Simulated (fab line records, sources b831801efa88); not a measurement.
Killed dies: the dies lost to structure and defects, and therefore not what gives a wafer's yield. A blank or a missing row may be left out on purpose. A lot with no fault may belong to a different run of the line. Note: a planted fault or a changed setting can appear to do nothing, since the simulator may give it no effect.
Check of tool commonality + flow gf180mcu + 48 wafers sampled across 14 lots

## WHAT PROMPTED THE OPENING
Of 14 lots, 2 have the reading HV_LDD_03_OVL flagged at GF_HV_LDD_OVL_MEAS_47. Wafers without a fault read 0.1 nm, standard deviation 1.5.
Rule: a lot gets a flag if all its wafers with a number sit over 4 standard deviations from that mean, or if no wafer of it has a number. The other lots count as sound.

| lot  | measured     | on         | HV_LDD_03_OVL (nm), wafer by wafer        | flag    |
|------|--------------|------------|-------------------------------------------|---------|
| L899 | day 12 09:43 | overlay-01 | 1.0 -0.1 0.2                              |         |
| L900 | day 12 19:21 | overlay-02 | -2.4 -2.4 -1.2                            |         |
| L901 | day 13 05:49 | overlay-01 | -1.5 -2.9 -2.4                            |         |
| L903 | day 14 01:31 | overlay-01 | 0.8 0.6 1.8                               |         |
| L906 | day 14 16:01 | overlay-02 | -1.5 -0.5 -0.9                            |         |
| L907 | day 14 20:04 | overlay-01 | 0.6 0.0 1.1                               |         |
| L908 | day 15 06:07 | overlay-02 | 0.9 0.2 0.0                               |         |
| L909 | day 15 18:41 | overlay-02 | 1.3 -1.5 -0.8                             |         |
| L914 | day 17 09:01 | overlay-01 | 0.2 1.8 -0.8                              |         |
| L916 | day 18 05:20 | overlay-02 | -108.1 -107.0 -107.7 -108.0 -106.9 -107.7 | FLAGGED |
| L918 | day 18 18:53 | overlay-01 | -104.3 -103.5 -104.2 -104.3 -103.6 -104.3 | FLAGGED |
| L920 | day 19 07:40 | overlay-02 | -1.7 -3.5 -2.9                            |         |
| L921 | day 20 01:50 | overlay-01 | 4.6 1.3 1.2                               |         |
| L922 | day 20 10:49 | overlay-01 | 0.6 0.8 2.4                               |         |
The numbers of the flagged lots are -105.8 nm on average: -105.9 nm against the usual, or -71 standard deviations.

## TOOL THAT RAN EACH LOT
The record holds 1 process step before the reading, out of a route of 602 steps. Cell contents, in order: the tool; ch with the chambers the sampled wafers went through; the start.
| lot  | flag    | GF_HV_LDD_EXPOSE_43                 |
|------|---------|-------------------------------------|
| L899 |         | iline-stepper-02 ch 0, day 12 00:14 |
| L900 |         | iline-stepper-02 ch 0, day 12 09:57 |
| L901 |         | iline-stepper-02 ch 0, day 12 19:45 |
| L903 |         | iline-stepper-01 ch 0, day 13 15:48 |
| L906 |         | iline-stepper-01 ch 0, day 14 06:03 |
| L907 |         | iline-stepper-01 ch 0, day 14 09:51 |
| L908 |         | iline-stepper-02 ch 0, day 14 19:44 |
| L909 |         | iline-stepper-01 ch 0, day 15 08:25 |
| L914 |         | iline-stepper-01 ch 0, day 16 21:23 |
| L916 | FLAGGED | iline-stepper-01 ch 0, day 17 18:03 |
| L918 | FLAGGED | iline-stepper-01 ch 0, day 18 06:33 |
| L920 |         | iline-stepper-02 ch 0, day 18 19:26 |
| L921 |         | iline-stepper-02 ch 0, day 19 13:59 |
| L922 |         | iline-stepper-02 ch 0, day 19 23:14 |
What these steps do:
- GF_HV_LDD_EXPOSE_43: exposes mask Pplus HV AREA, target cd 400 nm.
- GF_HV_LDD_OVL_MEAS_47

## FLAGGED OVER TOTAL, TOOL BY TOOL (the gauges that took the reading come last)
| step                  | tool             | lots run | flagged | share of the flagged lots | sound lots run after its first flagged lot |
|-----------------------|------------------|----------|---------|---------------------------|--------------------------------------------|
| GF_HV_LDD_EXPOSE_43   | iline-stepper-01 | 7        | 2       | all                       | 0                                          |
| GF_HV_LDD_EXPOSE_43   | iline-stepper-02 | 7        | 0       | none                      | -                                          |
| GF_HV_LDD_OVL_MEAS_47 | overlay-01       | 8        | 1       | some                      | 2 (L921,L922)                              |
| GF_HV_LDD_OVL_MEAS_47 | overlay-02       | 6        | 1       | some                      | 1 (L920)                                   |

## WHAT THE TABLE PERMITS
1 row of the table ran every flagged lot: iline-stepper-01 at GF_HV_LDD_EXPOSE_43.
- iline-stepper-01 at GF_HV_LDD_EXPOSE_43 ran 7 lots, 2 of them flagged. It ran its last sound lot, L914, at day 16 21:23 and its first flagged lot, L916, at day 17 18:03: a fault with its onset between the two fits.
What remains is a single tool, iline-stepper-01 at GF_HV_LDD_EXPOSE_43.

## WHAT WAS PUT IN BY THE SIMULATOR
Scanner matching overlay: iline-stepper-01, from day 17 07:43 on, at GF_HV_LDD_EXPOSE_43. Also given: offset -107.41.
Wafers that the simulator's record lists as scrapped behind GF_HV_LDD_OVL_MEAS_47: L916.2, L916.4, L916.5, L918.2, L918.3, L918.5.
Lots struck among those shown: L916, L918. Same finding as the rule above.
